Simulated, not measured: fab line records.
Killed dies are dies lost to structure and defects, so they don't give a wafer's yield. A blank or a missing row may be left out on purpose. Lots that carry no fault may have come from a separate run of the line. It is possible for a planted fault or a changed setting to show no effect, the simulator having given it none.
Which of the tools did it? -- flow gf180mcu -- 13 lots, 37 wafers sampled, at 4 steps of a route of 602

## WHAT THE GAUGES SHOWED, per wafer
GF_PASSIVATION_THK_MEAS_01. Usual: for PASSIVATION_CVD_00_THK the level is 999 nm and the standard deviation is 14.
lot,measured,on,PASSIVATION_CVD_00_THK (nm),flag
L117,day 28 02:29,film_metro-02,994 1024 1025,
L118,day 28 10:13,film_metro-04,990 988 1009,
L121,day 29 11:13,film_metro-02,997 999 1007,
L122,day 29 19:39,film_metro-04,998 972 1034,
L124,day 30 10:45,film_metro-04,1005 1019 1000,
L125,day 30 11:03,film_metro-02,987 1018 1005,
L126,day 31 00:54,film_metro-04,983 998 1006,
L128,day 31 15:05,film_metro-01,990 1006 1000,
L129,day 31 18:44,film_metro-01,989 971 999,
L130,day 31 21:48,film_metro-04,1030 1021 1009,
L132,day 32 10:55,film_metro-01,988,
L135,day 33 03:46,film_metro-02,996 992 1007,
L140,day 34 09:58,film_metro-02,985 983 1013,

GF_PASSIVATION_THK_MEAS_03. Usual: for PASSIVATION_CVD_02_THK the level is 700 nm and the standard deviation is 11.
lot,measured,on,PASSIVATION_CVD_02_THK (nm),flag
L117,day 28 02:50,film_metro-02,687 699 697,
L118,day 28 10:34,film_metro-02,702 697 701,
L121,day 29 11:34,film_metro-01,700 709 710,
L122,day 29 19:59,film_metro-04,695 681 696,
L124,day 30 11:06,film_metro-04,674 680 695,
L125,day 30 11:24,film_metro-02,708 716 712,
L126,day 31 01:16,film_metro-02,685 693 702,
L128,day 31 15:25,film_metro-04,691 702 699,
L129,day 31 19:05,film_metro-04,692 694 714,
L130,day 31 22:09,film_metro-04,711 709 726,
L132,day 32 11:16,film_metro-01,710,
L135,day 33 04:10,film_metro-02,690 695 681,
L140,day 34 10:18,film_metro-02,697 713 722,

## TOOL THAT RAN EACH LOT (tool first, then ch and the chambers of the sampled wafers, then the start)
lot,GF_MIM_SPUTTER_02,GF_MIM_STRIP_20
L117,"pvd_sputter-02, day 24 10:46","plasma_asher-01 ch 1, day 25 08:42"
L118,"pvd_sputter-04, day 24 19:19","plasma_asher-04 ch 0,1, day 25 16:54"
L121,"pvd_sputter-04, day 25 22:34","plasma_asher-01 ch 0,1, day 26 19:44"
L122,"pvd_sputter-02, day 26 08:35","plasma_asher-03 ch 0, day 27 05:38"
L124,"pvd_sputter-02, day 27 00:37","plasma_asher-03 ch 0,1, day 27 21:20"
L125,"pvd_sputter-01, day 27 02:11","plasma_asher-01 ch 0,1, day 27 21:46"
L126,"pvd_sputter-02, day 27 14:48","plasma_asher-01 ch 0,1, day 28 10:43"
L128,"pvd_sputter-04, day 28 09:19","plasma_asher-03 ch 0,1, day 29 04:02"
L129,"pvd_sputter-04, day 28 12:28","plasma_asher-03 ch 0,1, day 29 07:42"
L130,"pvd_sputter-04, day 28 16:01","plasma_asher-01 ch 0,1, day 29 11:14"
L132,"pvd_sputter-04, day 29 07:21","plasma_asher-03 ch 1, day 30 01:44"
L135,"pvd_sputter-04, day 30 02:25","plasma_asher-04 ch 0,1, day 30 21:20"
L140,"pvd_sputter-02, day 31 13:49","plasma_asher-03 ch 0,1, day 32 06:47"
- GF_MIM_SPUTTER_02: material AlCu, target thk 450 nm, time 23.9 s.
- GF_MIM_STRIP_20: strips in O2/N2.

## AS READ BY THE TOOLS THEMSELVES (means over the sampled wafers that have a number; for cases with no such wafer, the mark the record gives instead)
GF_MIM_SPUTTER_02. Usual: throttle_valve_pct 29.9 %, standard deviation 0.99.
lot,tool,throttle_valve_pct (%),flag
L117,pvd_sputter-02,29.4,
L118,pvd_sputter-04,30.1,
L121,pvd_sputter-04,28.6,
L122,pvd_sputter-02,30.4,
L124,pvd_sputter-02,29.9,
L125,pvd_sputter-01,29.9,
L126,pvd_sputter-02,29.7,
L128,pvd_sputter-04,30.1,
L129,pvd_sputter-04,29.1,
L130,pvd_sputter-04,28.6,
L132,pvd_sputter-04,28.5,
L135,pvd_sputter-04,30.2,
L140,pvd_sputter-02,29.9,

GF_MIM_STRIP_20. Usual: drypump_motor_current_A 5.7 A, standard deviation 0.5; heater_power_w 339 W, standard deviation 30; oes_product_au 0.692 a.u., standard deviation 0.0052; strip_time_to_endpoint_s 11.22 s, standard deviation 0.052.
lot,tool,drypump_motor_current_A (A),heater_power_w (W),oes_product_au (a.u.),strip_time_to_endpoint_s (s),flag
L117,plasma_asher-01,6.0,344,0.690,11.19,
L118,plasma_asher-04,5.3,346,0.694,11.24,
L121,plasma_asher-01,5.9,318,0.694,11.32,
L122,plasma_asher-03,6.6,308,0.691,11.25,
L124,plasma_asher-03,5.8,341,0.694,11.24,
L125,plasma_asher-01,6.0,330,0.685,11.14,
L126,plasma_asher-01,5.9,332,0.696,11.23,
L128,plasma_asher-03,6.2,324,0.696,11.22,
L129,plasma_asher-03,6.2,321,0.696,11.31,
L130,plasma_asher-01,5.9,316,0.693,11.21,
L132,plasma_asher-03,5.4,368,0.694,11.21,
L135,plasma_asher-04,5.3,360,0.687,11.15,
L140,plasma_asher-03,6.2,329,0.691,11.15,

## THE ANSWER, worked out from the rows above alone
Rule: a lot is off if the mean of its wafers that have a number lies more than 3 standard deviations from the usual mean. A lot without any number at a reading at which 4 lots or more have one is off too. Any other lot the step has rows for is counted as sound. Order of review: gauges by route order, followed by the tools' own readings, for which a lot's mean as printed above is used. At the first step where some lot is off, the reading lying furthest off is the one used; lots without a number count as furthest.
Across all readings shown, no lot is off: no conclusion can be drawn from this.

## WHAT HAD BEEN PUT IN BY THE SIMULATOR
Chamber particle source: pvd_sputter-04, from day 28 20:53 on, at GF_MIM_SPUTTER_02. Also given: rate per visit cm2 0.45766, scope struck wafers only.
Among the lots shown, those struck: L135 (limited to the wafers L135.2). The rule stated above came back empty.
